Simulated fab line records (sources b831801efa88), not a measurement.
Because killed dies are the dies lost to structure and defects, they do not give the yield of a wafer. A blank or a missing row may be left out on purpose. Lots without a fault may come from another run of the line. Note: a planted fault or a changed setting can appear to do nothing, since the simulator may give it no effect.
One fault seen from 2 desks ; flow gf180mcu ; each desk has only its own numbers; what lay behind them comes last

== METROLOGY DESK ==
Lot by lot, what the gauges showed, no matter which tool ran the lot: averages of those sampled wafers that carry a number. The brackets show how far a lot's mean lies from the usual mean; more than 4 standard deviations puts the lot out of limits, marked OUT.
Columns: A = HV_LDD_3_TW at GF_HV_LDD_TW_MEAS_38, usual 1439; B = HV_LDD_RS at GF_HV_LDD_RS_MEAS_53, usual 418.5 ohm/sq; C = CONTACT_OVL at GF_CONTACT_OVL_MEAS_15, usual 3 nm; D = cd-nm at GF_M1_CD_MEAS_14, usual 230.0 nm
lot;first seen here;A;B;C;D
L158;day 11 18:07;1435;416.6;-1;229.8
L159;day 12 01:16;1439;419.1;4;229.6
L160;day 12 05:52;1434;421.0;11;228.5
L163;day 13 00:08;1445;419.6;3;230.9
L166;day 14 04:58;1449;417.9;9;227.6
L167;day 14 07:49;1437;417.9;1;228.9
L168;day 14 15:25;1439;418.4;5;230.0
L169;day 15 01:27;1429;417.6;-5;229.8
L170;day 15 11:47;1430;419.2;3;230.8
L177;day 17 18:38;1333 (-16) OUT;438.3 (+18) OUT;2;229.0
L179;day 18 07:05;1332 (-16) OUT;435.7 (+16) OUT;-2;229.5
L180;day 18 17:08;1438;420.2;4;229.5
L181;day 19 09:20;1437;418.8;-1;231.2
This desk's result: L177, L179 out of limits, first on L177 (HV_LDD_3_TW at GF_HV_LDD_TW_MEAS_38), day 17 18:38. Within limits: L158, L159, L160, L163, L166, L167, L168, L169, L170, L180, L181.

== THE TOOL OWNER'S DESK: implanter-01 ==
GF_HV_LDD_IMPLANT_35, tool's own readings: per-lot mean of the sampled wafers with a number, covering each lot this tool ran. The brackets show how far a lot's mean lies from the usual mean; more than 4 standard deviations puts the lot out of limits, marked OUT.
Columns: A = dose-ions-cm2 at GF_HV_LDD_IMPLANT_35, usual 7.499e+12; B = faraday-current-uA at GF_HV_LDD_IMPLANT_35, usual 42.3; C = tilt-deg at GF_HV_LDD_IMPLANT_35, usual 29.999 degrees
lot;first seen here;A;B;C
L158;day 11 17:43;7.511e+12;42.0;29.978
L163;day 12 23:44;7.498e+12;42.2;30.015
L166;day 14 04:36;7.490e+12;42.3;30.013
L168;day 14 15:02;7.490e+12;42.2;30.009
L169;day 15 01:04;7.492e+12;42.2;30.011
L177;day 17 18:17;7.447e+11 (-99 or more) OUT;4.2 (-44) OUT;29.989
L179;day 18 06:43;7.453e+11 (-99 or more) OUT;4.2 (-44) OUT;30.001
Finding of this desk: L177, L179 out of limits; the first was L177 at day 17 18:17, on dose-ions-cm2 at GF_HV_LDD_IMPLANT_35. Within limits: L158, L163, L166, L168, L169.

== BROUGHT TOGETHER ==
At day 17 18:17, on L177, L179, the tool owner's desk was in a position to raise an alarm.
The metrology desk could have raised an alarm at day 17 18:38, on L177, L179.
Every lot named ran GF_HV_LDD_IMPLANT_35 on implanter-01.

== WHAT THE SIMULATOR HAD PUT IN ==
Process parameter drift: implanter-01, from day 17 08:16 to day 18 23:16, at GF_HV_LDD_IMPLANT_35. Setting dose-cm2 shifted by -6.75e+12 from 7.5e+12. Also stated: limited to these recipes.
Lots struck among those shown: L177, L179.
Hours from the fault's start to each desk's first reading out of limits: the tool owner's desk, 10; the metrology desk, 10.
